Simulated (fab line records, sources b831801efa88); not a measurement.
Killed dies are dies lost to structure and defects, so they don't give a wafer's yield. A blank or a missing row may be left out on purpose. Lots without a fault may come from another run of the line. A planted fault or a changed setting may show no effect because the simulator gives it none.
fab line records | flow gf180mcu
record lots=15 wafers=45 last_day=34
route steps=602 shown STI@11
lots that met no fault: from a run of the same line without faults
start_h: hours from the record's first day to the start of the lot's first wafer shown | wait_h: hours since the lot's step before | " the same as in the row above | L1.1+2: a row that stands for several wafers | - no value, or no start given | * or withheld: withheld | < > ~ a bound
route shown NAME@n: a module of which the file shows steps, and the number in the route of the first | usual: mean/standard deviation of fault-free wafers | same: alike in all rows | chamber/n: place in a boat | sites: the reading at each site | _std_site: their standard deviation | _edge_site: outer sites' mean less inner sites' | radius_mm: how far each site lies from the wafer's centre | mask NAME#n: copy n | behind: the tool/chamber that last shaped the wafer | hold: why the lot was held/for how many hours/how that ended | device: the transistor (n, p or np) that didn't switch | end of line: the same wafers' tests at the end of the route | a step without rows: its recipe alone | killed: dies lost to structure and defects at the first sort, not the wafer's yield | map: a wafer's dies, x killed, . not, _ none there
set.NAME: the setting as run; set.NAME@STEP: as run at that earlier step | model.NAME: the simulator's own value behind a step, which no gauge read
steps of the route over a sample of lots; a table a step, a row a wafer
services: from which hour (start_h, from the record's first day; less than 0 if before it) a tool's chamber was out of use, for how many hours, and why
## steps
# step GF_STI_PEB_10
# recipe peb_temp_c=135 peb_time_s=90 resist=KrF
# usual chill_plate_temp_C=22.99/0.1 exhaust_pa=45.2/0.74
# columns lot.wafer tool chamber start_h wait_h chill_plate_temp_C exhaust_pa
L488.1 litho_track-04 0 26.17 - 23.00 45.0
L488.4 " 0 " " 22.84 46.1
L488.5 " 0 " " 22.90 45.9
L489.2 litho_track-04 0 31.00 - 23.08 44.6
L489.3 " 0 " " 22.76 45.4
L489.6 " 0 " " 22.99 43.8
L491.1 litho_track-03 0 41.46 - 22.93 45.3
L491.2 " 0 " " 22.91 45.8
L491.4 " 0 " " 22.92 45.3
L492.1 litho_track-03 0 44.96 - 23.05 46.0
L492.3 " 0 " " 22.96 46.6
L492.6 " 0 " " 22.87 45.8
L493.2 litho_track-02 0 50.62 - 22.91 45.0
L493.4 " 0 " " 23.10 44.5
L493.5 " 0 " " 22.87 45.7
L494.1 litho_track-03 0 56.01 - 23.04 45.9
L494.3 " 0 " " 23.08 43.3
L494.6 " 0 " " 23.12 44.0
L496.3 litho_track-04 0 66.23 - 22.96 46.1
L496.4 " 0 " " 22.72 45.9
L496.5 " 0 " " 22.80 45.2
L497.4 litho_track-03 0 70.41 - 23.16 45.3
L497.5 " 0 " " 23.09 45.8
L497.6 " 0 " " 23.01 44.9
L498.4 litho_track-04 0 77.22 - 22.75 43.9
L498.5 " 0 " " 23.03 45.7
L498.6 " 0 " " 23.14 44.4
L503.1 litho_track-02 - 102.83 - - -
L503.4 " - " " - -
L503.5 " - " " - -
L504.2 litho_track-04 - 107.35 - - -
L504.5 " - " " - -
L504.6 " - " " - -
L505.1 litho_track-03 - 112.41 - - -
L505.4 " - " " - -
L505.6 " - " " - -
L508.3 litho_track-03 0 130.72 - 22.99 44.6
L508.4 " 0 " " 23.00 45.7
L508.6 " 0 " " 22.99 45.0
L510.1 litho_track-03 0 138.51 - 23.10 45.2
L510.5 " 0 " " 22.96 45.0
L510.6 " 0 " " 23.01 44.3
L511.3 litho_track-04 0 144.83 - 23.16 44.8
L511.4 " 0 " " 23.06 45.8
L511.5 " 0 " " 22.92 44.5
## services
# columns tool chamber start_h hours kind
litho_track-02 - 127.30 - consumable_replace:filter
## key
first_sign step=GF_STI_PEB_10 reading=tool_record direction=missing
effect none on later readings
met_at GF_STI_PEB_10
struck_lots L503,L504,L505
later_rows_left_out L503.1,L503.4,L503.5,L504.2,L504.5,L504.6,L505.1,L505.4,L505.6
sort_left_out L503.1,L503.4,L503.5,L504.2,L504.5,L504.6,L505.1,L505.4,L505.6
tester_left_out L503,L504,L505
onset_between 77.22 102.83
fault kind=skipped_step_whole tool=litho_track-02,litho_track-03,litho_track-04 chamber=- onset_h=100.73 steps=GF_STI_PEB_10 scope=struck_lots_only
# tester_left_out: of these lots the tester's yield and bins aren't shown, on N5 and GAA mostly nor the transistor test; their killed dies are dies lost to structure and defects alone, not to doping, threshold or leakage, so they don't give the yield
# sort_left_out: the simulated sort isn't trusted on such a fault, so these wafers' sort isn't shown, and their yield isn't known
# later_rows_left_out: the simulator's readings of these wafers behind a module that went badly wrong aren't trusted and aren't shown, but for the sort
